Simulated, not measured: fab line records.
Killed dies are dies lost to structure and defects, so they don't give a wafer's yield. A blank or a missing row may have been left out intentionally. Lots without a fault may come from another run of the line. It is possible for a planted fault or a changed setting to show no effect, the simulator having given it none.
A struck lot beside a sound one / flow sky130 / 14 steps out of a route of 708
Sound: the wafers L369.3, L369.5, L369.6. Wafers L379.1, L379.2, L379.4 were the ones struck. The cause is given at the end.
Order at every step that has rows: each side's tool, ch and its chambers, its first start. Under that, the readings that differ: sound wafers / struck wafers / difference of the means / sigmas: that difference in standard deviations of wafers without a fault.
alike: words and numbers the same on both sides, and readings whose means are apart by under 2 such deviations; not compared: readings that were withheld, readings missing a value for some wafer, numbers with overlapping values and no deviation given by the record, and bounds like >300 which may hide the same value.
Wherever a step has rows on one side only, a row that says differs or no value, or a row with sigmas, the two part there. Numbers that have no deviation but don't overlap get no sigmas and don't part them. Lack of a reading on every wafer of one side parts them only where that side has two or more wafers.

SKY_CONTACT_THK_MEAS_01:
  sound: film metro-02 at day 30 10:22; struck: film metro-02 at day 34 05:57
  alike: CONTACT_CVD_00_THK
then, 1 step without rows for these wafers: SKY_CONTACT_HDPCVD_02 (deposits SiO2, target thk 565 nm, time 94.2 s).
SKY_CONTACT_THK_MEAS_03:
  sound: film metro-04 at day 30 10:30; struck: film metro-02 at day 34 06:05
  alike: CONTACT_HDPCVD_THK
SKY_CONTACT_CMP_04: polishes SiO2.
  sound on cmp-02 ch 0,1,3, day 30 10:41; struck on cmp-01 ch 1,2,3, day 34 06:08
  alike: head pressure psi, motor current A, slurry filter dp kPa, time to endpoint s
SKY_CONTACT_BOW_MEAS_05:
  sound: film metro-03 at day 30 10:53; struck: film metro-02 at day 34 06:26
  alike: CONTACT_BOW
then, 7 steps without rows for these wafers: SKY_CONTACT_DEHYDRATE_06 (time 60 s); SKY_CONTACT_HMDS_07 (prime time 60 s); SKY_CONTACT_COAT_08 (resist thk 60 nm); SKY_CONTACT_COAT_09 (resist thk 450 nm); SKY_CONTACT_SOFTBAKE_10 (time 90 s); SKY_CONTACT_EXPOSE_11 (exposes mask CTM1, target cd 170 nm); SKY_CONTACT_PEB_12.
SKY_CONTACT_DEVELOP_13: develop time 60 s.
  struck on litho track-01, day 35 08:00; sound on litho track-01 ch 0, day 31 13:00
  no value came back on the struck wafers for chill plate temp C (C), develop time s (s); on the sound wafers chill plate temp C (C) reads 22.97 23.08 23.03
reading=model.KrF-thick_of_CONTACT_COAT_09.thk nm (nm); sound=437.1 436.5 436.8; struck=448.1 449.3 448.8; difference=+11.9; sigmas=
SKY_CONTACT_CD_MEAS_14 targets a cd of 170 nm.
  sound: cd sem-02 at day 31 13:25; struck: cd sem-02 at day 35 08:14
reading=cd nm (nm); sound=169.3 170.3 168.8; struck=- - -; difference=no value on the struck wafers; sigmas=

== WHERE THEY PART ==
At SKY_CONTACT_DEVELOP_13 first; at SKY_CONTACT_CD_MEAS_14 last (within this record only).

WHY: the cause the simulator had injected
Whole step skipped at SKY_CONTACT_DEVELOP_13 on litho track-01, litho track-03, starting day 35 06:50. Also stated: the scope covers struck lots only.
